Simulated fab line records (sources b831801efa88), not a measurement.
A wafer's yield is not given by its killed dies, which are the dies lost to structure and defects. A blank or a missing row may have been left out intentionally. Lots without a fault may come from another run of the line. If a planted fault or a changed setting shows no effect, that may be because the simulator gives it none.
Tool commonality check | flow gf180mcu | Sample size 11 lots and 39 wafers

## WHY IT WAS OPENED
Of 11 lots, 2 have the reading NSD_RS flagged at GF_PSD_RS_MEAS_14. Wafers without a fault read 46.16 ohm/sq, standard deviation 0.098.
Rule: a lot is flagged in two cases, either no wafer of it has a number, or all its wafers with numbers fall more than 4 standard deviations from that mean. The other lots count as sound.

lot  | measured     | on            | NSD_RS (ohm/sq), wafer by wafer     | flag
L932 | day 14 18:37 | film-metro-01 | 46.09 46.24 46.30                   |
L933 | day 14 20:35 | film-metro-01 | 46.18 46.12 46.16                   |
L934 | day 15 11:43 | film-metro-02 | 46.09 46.14 46.09                   |
L935 | day 15 11:56 | film-metro-01 | 46.20 46.18 46.25                   |
L939 | day 17 03:08 | film-metro-01 | 46.08 46.04 46.08                   |
L942 | day 18 01:07 | film-metro-01 | 46.38 46.41 46.38                   |
L944 | day 18 22:53 | film-metro-01 | 46.28 46.36 46.15                   |
L946 | day 19 14:14 | film-metro-03 | 42.60 42.70 42.72 42.72 42.64 42.69 | FLAGGED
L947 | day 19 17:05 | film-metro-01 | 42.77 42.80 42.84 42.64 42.74 42.77 | FLAGGED
L953 | day 21 20:28 | film-metro-03 | 46.18 46.11 46.10                   |
L954 | day 22 06:19 | film-metro-02 | 46.17 46.12 46.18                   |
On average the flagged lots' numbers are 42.72 ohm/sq, which is -3.44 ohm/sq against the usual, or -35 standard deviations.

## TOOL THAT RAN EACH LOT
The record holds 2 process steps before the reading, out of a route of 602 steps. Read each cell as the tool, then ch plus the chambers that the sampled wafers visited, then the start.
lot  | flag    | GF_MVSD_STRIP_10                    | GF_PSD_RTA_13
L932 |         | plasma-asher-02 ch 1, day 4 16:08   | rtp-anneal-02 ch 0, day 14 18:32
L933 |         | plasma-asher-03 ch 0,1, day 4 20:32 | rtp-anneal-02 ch 0, day 14 20:30
L934 |         | plasma-asher-03 ch 1, day 5 05:16   | rtp-anneal-01 ch 0, day 15 11:37
L935 |         | plasma-asher-02 ch 0,1, day 5 08:50 | rtp-anneal-01 ch 0, day 15 11:44
L939 |         | plasma-asher-01 ch 0,1, day 6 07:56 | rtp-anneal-01 ch 0, day 17 03:02
L942 |         | plasma-asher-01 ch 0,1, day 7 04:47 | rtp-anneal-02 ch 0, day 18 00:57
L944 |         | plasma-asher-03 ch 0,1, day 7 15:43 | rtp-anneal-02 ch 0, day 18 22:47
L946 | FLAGGED | plasma-asher-01 ch 0, day 8 05:11   | rtp-anneal-02 ch 0, day 19 14:09
L947 | FLAGGED | plasma-asher-01 ch 0,1, day 8 08:07 | rtp-anneal-02 ch 0, day 19 17:00
L953 |         | plasma-asher-02 ch 0,1, day 9 18:50 | rtp-anneal-01 ch 0, day 21 20:22
L954 |         | plasma-asher-01 ch 0,1, day 9 23:59 | rtp-anneal-01 ch 0, day 22 06:10
What is done by these steps:
- GF_MVSD_STRIP_10: strips in O2/N2.
- GF_PSD_RTA_13: time 20 s.
- GF_PSD_RS_MEAS_14: measures by four-point-probe.

## FLAGGED AGAINST TOTAL, ONE TOOL AT A TIME (gauges that did the reading follow at the end)
step              | tool            | lots run | flagged | share of the flagged lots | sound lots run after its first flagged lot
GF_MVSD_STRIP_10  | plasma-asher-01 | 5        | 2       | all                       | 1 (L954)
GF_MVSD_STRIP_10  | plasma-asher-02 | 3        | 0       | none                      | -
GF_MVSD_STRIP_10  | plasma-asher-03 | 3        | 0       | none                      | -
GF_PSD_RTA_13     | rtp-anneal-01   | 5        | 0       | none                      | -
GF_PSD_RTA_13     | rtp-anneal-02   | 6        | 2       | all                       | 0
GF_PSD_RS_MEAS_14 | film-metro-01   | 7        | 1       | some                      | 0
GF_PSD_RS_MEAS_14 | film-metro-02   | 2        | 0       | none                      | -
GF_PSD_RS_MEAS_14 | film-metro-03   | 2        | 1       | some                      | 1 (L953)

## WHAT THE TABLE ALLOWS
plasma-asher-01 at GF_MVSD_STRIP_10 and rtp-anneal-02 at GF_PSD_RTA_13 are the 2 rows of the table that ran each flagged lot.
- plasma-asher-01 at GF_MVSD_STRIP_10 ran 5 lots, 2 of them flagged. Sound lots ran on it after the first flagged one (L954), which a lasting fault on the whole tool wouldn't allow.
- rtp-anneal-02 at GF_PSD_RTA_13 ran 6 lots, 2 of them flagged. Its last sound lot is L944 (day 18 22:47), its first flagged lot L946 (day 19 14:09): a fault that began between those two fits.
What remains is a single tool, rtp-anneal-02 at GF_PSD_RTA_13.

## WHAT WAS PUT IN BY THE SIMULATOR
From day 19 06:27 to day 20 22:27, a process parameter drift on rtp-anneal-02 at GF_PSD_RTA_13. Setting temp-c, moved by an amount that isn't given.
Struck lots among those shown: L946, L947. Same finding as the rule above.
